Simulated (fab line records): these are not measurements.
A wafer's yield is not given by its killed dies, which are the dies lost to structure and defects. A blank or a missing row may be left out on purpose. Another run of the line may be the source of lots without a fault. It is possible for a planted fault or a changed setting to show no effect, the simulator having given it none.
Which of the tools did it?	flow gf180mcu	6 lots with 18 wafers sampled at 2 steps, on a route of 602 steps

WHAT EACH GAUGE READ, for each wafer
GF_V4_BOW_MEAS_05.
lot	measured	on	V4_BOW (um)
L923	day 24 04:31	film metro-02	131 120 136
L925	day 25 06:23	film metro-02	155 153 140
L928	day 26 07:23	film metro-04	142 141 136
L934	day 27 23:13	film metro-04	121 123 133
L940	day 29 19:23	film metro-04	112 128 115
L943	day 30 12:35	film metro-04	118 132 125

WHAT TOOL EACH LOT RAN ON (gives the tool, then ch and the chambers of the sampled wafers, and finally the start)
lot	GF_V4_CMP_04
L923	cmp-02 ch 0,2, day 24 04:14
L925	cmp-02 ch 1,2, day 25 06:08
L928	cmp-01 ch 0,1,3, day 26 07:05
L934	cmp-02 ch 0,1, day 27 22:53
L940	cmp-01 ch 0,1,2, day 29 19:05
L943	cmp-01 ch 0,3, day 30 12:17
- GF_V4_CMP_04: polishes SiO2.

THE ANSWER, worked out from the rows above alone
Rule: what is usual is taken from the lots themselves. The widest of any qualifying gaps counts: lots, ordered by their means at a reading, are off when they make up no more than a third of the lots, leave a main group of 4 or more, and stand apart from it by 3 or more times the standard deviation of that group's means. The tables above print the reading to a certain number of digits; a main group whose means all agree to those digits is not used. Also off: a lot with no number at a reading for which 4 or more lots have one. All remaining lots with rows at the step are treated as sound.
No lot is off at any reading shown: from this, nothing can be told.

WHAT THE SIMULATOR HAD PUT IN
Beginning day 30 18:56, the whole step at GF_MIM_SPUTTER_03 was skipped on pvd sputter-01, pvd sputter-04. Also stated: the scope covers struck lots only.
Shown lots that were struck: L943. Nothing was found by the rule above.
